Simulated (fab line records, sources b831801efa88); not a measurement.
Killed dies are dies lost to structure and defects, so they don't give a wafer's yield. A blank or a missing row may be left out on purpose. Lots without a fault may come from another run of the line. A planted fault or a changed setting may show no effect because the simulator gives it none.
fab line records | flow gf180mcu
record lots=10 wafers=30 last_day=32
route steps=602 shown V3@447 M4@457
lots that met no fault: from a run of the same line without faults
start_h: hours from the record's first day to the start of the lot's first wafer shown | wait_h: hours since the lot's step before | " the same as in the row above | L1.1+2: a row that stands for several wafers | - no value, or no start given | * or withheld: withheld | < > ~ a bound
route shown NAME@n: a module of which the file shows steps, and the number in the route of the first | usual: mean/standard deviation of fault-free wafers | same: alike in all rows | chamber/n: place in a boat | sites: the reading at each site | _std_site: their standard deviation | _edge_site: outer sites' mean less inner sites' | radius_mm: how far each site lies from the wafer's centre | mask NAME#n: copy n | behind: the tool/chamber that last shaped the wafer | hold: why the lot was held/for how many hours/how that ended | device: the transistor (n, p or np) that didn't switch | end of line: the same wafers' tests at the end of the route | a step without rows: its recipe alone | killed: dies lost to structure and defects at the first sort, not the wafer's yield | map: a wafer's dies, x killed, . not, _ none there
set.NAME: the setting as run; set.NAME@STEP: as run at that earlier step | model.NAME: the simulator's own value behind a step, which no gauge read
steps of the route over a sample of lots; a table a step, a row a wafer
services: from which hour (start_h, from the record's first day; less than 0 if before it) a tool's chamber was out of use, for how many hours, and why
## steps
# step GF_V3_STRIP_18
# recipe chemistry=O2/N2 power_w=1400 pressure_mtorr=1500 platen_temp_c=250 o2_flow_sccm=3000 n2_flow_sccm=300 overash_fraction=0.5
# usual drypump_motor_current_A=5.7/0.36 heater_power_w=330/42 oes_product_au=0.594/0.0043
# columns lot.wafer tool chamber start_h wait_h drypump_motor_current_A heater_power_w oes_product_au rf_hours_counter_h
L483.2 plasma_asher-04 1 537.67 - 5.2 316 0.590 11
L483.4 " 1 " " 5.2 315 0.596 -
L483.5 " 0 " " 5.4 425 0.595 -
L485.4 plasma_asher-04 0 545.45 - 5.4 418 0.589 -
L485.5 " 1 " " 5.1 319 0.591 -
L485.6 " 0 " " 5.4 420 0.586 -
L486.1 plasma_asher-02 1 555.84 - 6.2 325 0.595 45
L486.2 " 0 " " 6.0 326 0.583 45
L486.4 " 1 " " 6.2 323 0.593 -
L489.1 plasma_asher-01 1 580.94 - 5.6 299 0.589 79
L489.2 " 0 " " 6.0 292 0.599 79
L489.4 " 0 " " 6.0 299 0.590 -
L490.2 plasma_asher-04 0 588.05 - 5.4 434 0.600 16
L490.5 " 0 " " 5.4 419 0.598 -
L490.6 " 1 " " 5.2 317 0.590 -
L491.1 plasma_asher-04 0 600.22 - 5.4 419 0.593 18
L491.5 " 1 " " 5.1 318 0.591 -
L491.6 " 0 " " 5.4 421 0.600 -
L493.1 plasma_asher-01 0 609.40 - 6.0 295 0.600 82
L493.5 " 0 " " 6.0 301 0.604 -
L493.6 " 1 " " 5.6 310 0.594 -
L494.1 plasma_asher-04 0 612.34 - 5.4 419 0.594 19
L494.4 " 1 " " 5.2 320 0.596 -
L494.5 " 0 " " 5.4 414 0.586 -
L496.1 plasma_asher-02 0 627.57 - 6.1 323 0.593 53
L496.3 " 1 " " 6.2 329 0.585 -
L496.4 " 0 " " 6.0 325 0.594 -
L497.1 plasma_asher-02 1 635.90 - 6.2 334 0.601 54
L497.3 " 1 " " 6.2 330 0.599 -
L497.6 " 0 " " 6.0 325 0.599 -
# step GF_V3_CVD_23
# recipe material=W target_thk_nm=350 time_s=104.9 temp_c=400 pressure_torr=40
# usual heater_power_w=876/76 susceptor_temp_C=400.00/0.22
# columns lot.wafer tool chamber start_h wait_h heater_power_w susceptor_temp_C
L483.2 cvd_w-01 1 538.31 0.0 980 400.19
L483.4 " 0 " " 839 399.84
L483.5 " 0 " " 842 400.18
L485.4 cvd_w-01 1 546.12 0.1 999 399.98
L485.5 " 0 " " 847 400.31
L485.6 " 1 " " 983 400.02
L486.1 cvd_w-01 0 556.47 0.0 852 399.71
L486.2 " 1 " " 983 399.81
L486.4 " 1 " " 967 400.14
L489.1 cvd_w-01 0 581.57 0.0 826 399.70
L489.2 " 1 " " 975 399.74
L489.4 " 1 " " 990 399.80
L490.2 cvd_w-02 1 588.72 0.1 874 399.75
L490.5 " 1 " " 845 400.07
L490.6 " 1 " " 833 399.71
L491.1 cvd_w-01 0 600.85 0.0 840 400.19
L491.5 " 1 " " 985 400.00
L491.6 " 0 " " 855 400.49
L493.1 cvd_w-01 1 610.06 0.0 994 399.86
L493.5 " 0 " " 836 400.29
L493.6 " 1 " " 988 399.66
L494.1 cvd_w-01 1 612.98 0.0 998 400.11
L494.4 " 0 " " 842 399.77
L494.5 " 1 " " 968 400.07
L496.1 cvd_w-01 0 628.21 0.0 957 420.80
L496.3 " 0 " " 967 420.61
L496.4 " 1 " " 1122 420.74
L497.1 cvd_w-01 0 636.53 0.0 942 420.95
L497.3 " 0 " " 967 420.62
L497.6 " 1 " " 1102 420.49
# step GF_V3_RS_MEAS_24
# recipe thk_meas_gauge=four-point-probe reads=W_of_V3_CVD_23+TiN_of_V3_SPUTTER_22+Ti_of_V3_SPUTTER_21
# usual V3_W_RS=0.332/0.0031
# columns lot.wafer tool chamber start_h wait_h V3_W_RS[ohm/sq]
L483.2 film_metro-03 - 538.44 0.1 0.335
L483.4 " - " " 0.334
L483.5 " - " " 0.333
L485.4 film_metro-04 - 546.26 0.1 0.335
L485.5 " - " " 0.331
L485.6 " - " " 0.332
L486.1 film_metro-03 - 556.58 0.1 0.331
L486.2 " - " " 0.337
L486.4 " - " " 0.332
L489.1 film_metro-04 - 581.68 0.1 0.333
L489.2 " - " " 0.335
L489.4 " - " " 0.335
L490.2 film_metro-03 - 588.92 0.2 0.336
L490.5 " - " " 0.338
L490.6 " - " " 0.334
L491.1 film_metro-03 - 600.96 0.1 0.327
L491.5 " - " " 0.328
L491.6 " - " " 0.332
L493.1 film_metro-04 - 610.17 0.1 0.332
L493.5 " - " " 0.336
L493.6 " - " " 0.332
L494.1 film_metro-03 - 613.09 0.1 0.329
L494.4 " - " " 0.329
L494.5 " - " " 0.331
L496.1 film_metro-04 - 628.32 0.1 0.229
L496.3 " - " " 0.230
L496.4 " - " " 0.229
L497.1 film_metro-04 - 636.64 0.1 0.230
L497.3 " - " " 0.231
L497.6 " - " " 0.231
# step GF_V3_THK_MEAS_25
# recipe thk_meas_gauge=xrf reads=W_of_V3_CVD_23
# usual V3_W_THK=364/6.1
# columns lot.wafer tool chamber start_h wait_h V3_W_THK[nm]
L483.2 film_metro-03 - 538.55 0.1 354
L483.4 " - " " 359
L483.5 " - " " 357
L485.4 film_metro-04 - 546.35 0.1 360
L485.5 " - " " 364
L485.6 " - " " 365
L486.1 film_metro-03 - 556.70 0.1 357
L486.2 " - " " 352
L486.4 " - " " 356
L489.1 film_metro-04 - 581.80 0.1 367
L489.2 " - " " 369
L489.4 " - " " 367
L490.2 film_metro-03 - 589.03 0.1 355
L490.5 " - " " 353
L490.6 " - " " 354
L491.1 film_metro-03 - 601.08 0.1 364
L491.5 " - " " 364
L491.6 " - " " 356
L493.1 film_metro-04 - 610.29 0.1 365
L493.5 " - " " 363
L493.6 " - " " 366
L494.1 film_metro-03 - 613.21 0.1 363
L494.4 " - " " 366
L494.5 " - " " 360
L496.1 film_metro-04 - 628.44 0.1 548
L496.3 " - " " 540
L496.4 " - " " 546
L497.1 film_metro-04 - 636.76 0.1 549
L497.3 " - " " 545
L497.6 " - " " 548
# step GF_V3_CMP_26
# recipe stop_on=SiO2 down_force_psi=3.5 platen_rpm=60 t_overpolish_s=15 target_thk_nm=0 pad_velocity_m_s=0.94248
# usual motor_current_A=10.7/1 time_to_endpoint_s=83/3.5
# columns lot.wafer tool chamber start_h wait_h motor_current_A time_to_endpoint_s
L483.2 cmp-01 3 538.65 0.1 10.4 84
L483.4 " 0 " " 10.8 81
L483.5 " 3 " " 10.1 86
L485.4 cmp-01 3 546.38 0.0 10.4 81
L485.6 " 3 " " 10.4 83
L485.5 " 0 " " 11.5 78
L486.2 cmp-02 2 556.87 0.1 11.7 80
L486.4 " 3 " " 10.0 80
L486.1 " 0 " " 9.6 84
L489.4 cmp-02 1 581.86 0.0 10.6 76
L489.1 " 3 " " 10.5 81
L489.2 " 0 " " 9.0 85
L490.2 cmp-01 2 589.25 0.2 9.9 81
L490.6 " 3 " " 10.4 85
L490.5 " 0 " " 10.6 83
L491.1 cmp-01 0 601.20 0.1 10.9 80
L491.6 " 3 " " 10.2 80
L491.5 " 0 " " 11.0 83
L493.1 cmp-02 0 610.35 0.1 9.7 87
L493.6 " 0 " " 9.5 86
L493.5 " 1 " " 10.4 77
L494.4 cmp-02 2 613.32 0.1 10.7 85
L494.1 " 3 " " 10.2 83
L494.5 " 1 " " 10.3 82
L496.4 cmp-01 3 628.55 0.1 10.3 123
L496.3 " 0 " " 10.8 120
L496.1 " 1 " " 12.3 120
L497.3 cmp-02 0 636.87 0.1 9.1 120
L497.1 " 2 " " 10.9 121
L497.6 " 3 " " 10.7 116
# step GF_M4_SPUTTER_01
# recipe material=TiN target_thk_nm=30 power_w=6500 time_s=25 chamber_pressure_pa=0.4
# usual cathode_dc_power_W=6500.1/1.2 throttle_valve_pct=30.2/1.1
# columns lot.wafer tool chamber start_h wait_h cathode_dc_power_W throttle_valve_pct
L483.2 pvd_sputter-02 - 539.00 0.1 6499.7 30.2
L483.4 " - " " 6498.5 29.6
L483.5 " - " " 6500.2 32.0
L485.4 pvd_sputter-01 - 546.78 0.1 6499.1 31.7
L485.5 " - " " 6500.7 29.3
L485.6 " - " " 6499.2 31.6
L486.1 pvd_sputter-03 - 557.27 0.1 6501.2 30.5
L486.2 " - " " 6499.6 29.4
L486.4 " - " " 6500.0 28.4
L489.1 pvd_sputter-02 - 582.26 0.1 6500.2 29.9
L489.2 " - " " 6501.2 28.4
L489.4 " - " " 6500.8 31.7
L490.2 pvd_sputter-01 - 589.51 0.1 6499.6 30.4
L490.5 " - " " 6500.6 28.9
L490.6 " - " " 6498.5 30.4
L491.1 pvd_sputter-02 - 601.57 0.1 6500.5 29.8
L491.5 " - " " 6498.4 28.7
L491.6 " - " " 6501.8 30.2
L493.1 pvd_sputter-01 - 610.75 0.1 6500.0 29.3
L493.5 " - " " 6501.0 31.8
L493.6 " - " " 6500.4 30.2
L494.1 pvd_sputter-03 - 613.67 0.1 6498.7 28.2
L494.4 " - " " 6499.1 29.3
L494.5 " - " " 6499.4 29.3
L496.1 pvd_sputter-03 - 628.90 0.1 6499.7 29.1
L496.3 " - " " 6499.4 30.8
L496.4 " - " " 6501.9 30.0
L497.1 pvd_sputter-02 - 637.22 0.1 6501.7 30.0
L497.3 " - " " 6501.7 32.1
L497.6 " - " " 6500.9 29.7
# step GF_M4_SPUTTER_04
# recipe material=TiN target_thk_nm=50 power_w=6500 time_s=41.7 chamber_pressure_pa=0.4
# usual cathode_dc_power_W=6500.0/1.2 throttle_valve_pct=30.2/1
# columns lot.wafer tool chamber start_h wait_h cathode_dc_power_W throttle_valve_pct
L483.2 pvd_sputter-02 - 539.08 0.0 6500.3 30.2
L483.4 " - " " 6499.8 29.8
L483.5 " - " " 6499.9 31.9
L485.4 pvd_sputter-01 - 546.86 0.0 6499.0 31.7
L485.5 " - " " 6499.3 29.1
L485.6 " - " " 6500.1 31.5
L486.1 pvd_sputter-03 - 557.35 0.0 6499.3 30.6
L486.2 " - " " 6500.9 29.1
L486.4 " - " " 6497.5 28.5
L489.1 pvd_sputter-02 - 582.35 0.0 6500.7 29.8
L489.2 " - " " 6501.2 28.5
L489.4 " - " " 6499.8 31.6
L490.2 pvd_sputter-01 - 589.59 0.0 6501.1 30.6
L490.5 " - " " 6501.1 29.2
L490.6 " - " " 6499.0 30.6
L491.1 pvd_sputter-02 - 601.65 0.0 6501.4 29.9
L491.5 " - " " 6499.9 28.6
L491.6 " - " " 6501.2 30.1
L493.1 pvd_sputter-01 - 610.83 0.0 6500.2 29.1
L493.5 " - " " 6499.4 31.9
L493.6 " - " " 6499.2 30.2
L494.1 pvd_sputter-03 - 613.75 0.0 6499.3 28.3
L494.4 " - " " 6498.6 29.1
L494.5 " - " " 6499.0 29.3
L496.1 pvd_sputter-03 - 628.98 0.0 6501.2 29.3
L496.3 " - " " 6499.4 30.7
L496.4 " - " " 6502.1 30.1
L497.1 pvd_sputter-02 - 637.30 0.0 6500.2 30.0
L497.3 " - " " 6499.0 31.8
L497.6 " - " " 6499.8 30.1
## services
# columns tool chamber start_h hours kind
pvd_sputter-01 2 526.77 - consumable_replace:kit
pvd_sputter-01 2 526.77 18.0 scheduled_down
pvd_sputter-01 2 526.77 18.0 vent_cycle
pvd_sputter-02 - 530.37 2.5 repair
cmp-02 - 532.86 1.7 repair
plasma_asher-02 - 535.55 2.8 pm
pvd_sputter-01 - 539.85 2.2 repair
cmp-02 - 540.74 3.0 repair
cmp-01 - 548.15 1.6 repair
cmp-01 - 556.19 4.0 pm
pvd_sputter-02 - 561.33 5.5 repair
cmp-02 - 572.27 4.0 pm
pvd_sputter-02 1 575.86 - consumable_replace:kit
pvd_sputter-02 1 575.86 18.0 scheduled_down
pvd_sputter-02 1 575.86 18.0 vent_cycle
cmp-02 - 576.27 - consumable_replace:conditioner
cmp-01 - 577.82 1.6 repair
cvd_w-02 0 583.22 10.6 repair
cvd_w-02 - 584.57 1.0 repair
cmp-01 - 605.23 4.0 pm
cmp-02 - 613.94 0.6 repair
plasma_asher-04 - 628.07 1.8 repair
cvd_w-02 1 633.67 2.5 repair
pvd_sputter-03 - 634.02 12.6 repair
## key
first_sign step=GF_V3_CVD_23 reading=susceptor_temp_C direction=up sigmas=95 usual=* struck=*
effect step=GF_V3_CVD_23 reading=heater_power_w direction=up sigmas=1.8 usual=876 struck=1009
effect step=GF_V3_RS_MEAS_24 reading=V3_W_RS direction=down sigmas=33 usual=0.332 struck=0.230
effect step=GF_V3_THK_MEAS_25 reading=V3_W_THK direction=up sigmas=30 usual=364 struck=546
effect step=GF_V3_CMP_26 reading=time_to_endpoint_s direction=up sigmas=11 usual=* struck=*
met_at GF_V3_CVD_23
struck_lots L496,L497
not_acting_at GF_V3_STRIP_18,GF_M4_SPUTTER_01,GF_M4_SPUTTER_04
onset_between 612.98 628.21
fault kind=process_parameter_drift tool=cvd_w-01 chamber=- onset_h=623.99 steps=GF_V3_CVD_23 channel=temp_c offset=* shape=step end_h=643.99 acts_in=* stated=*
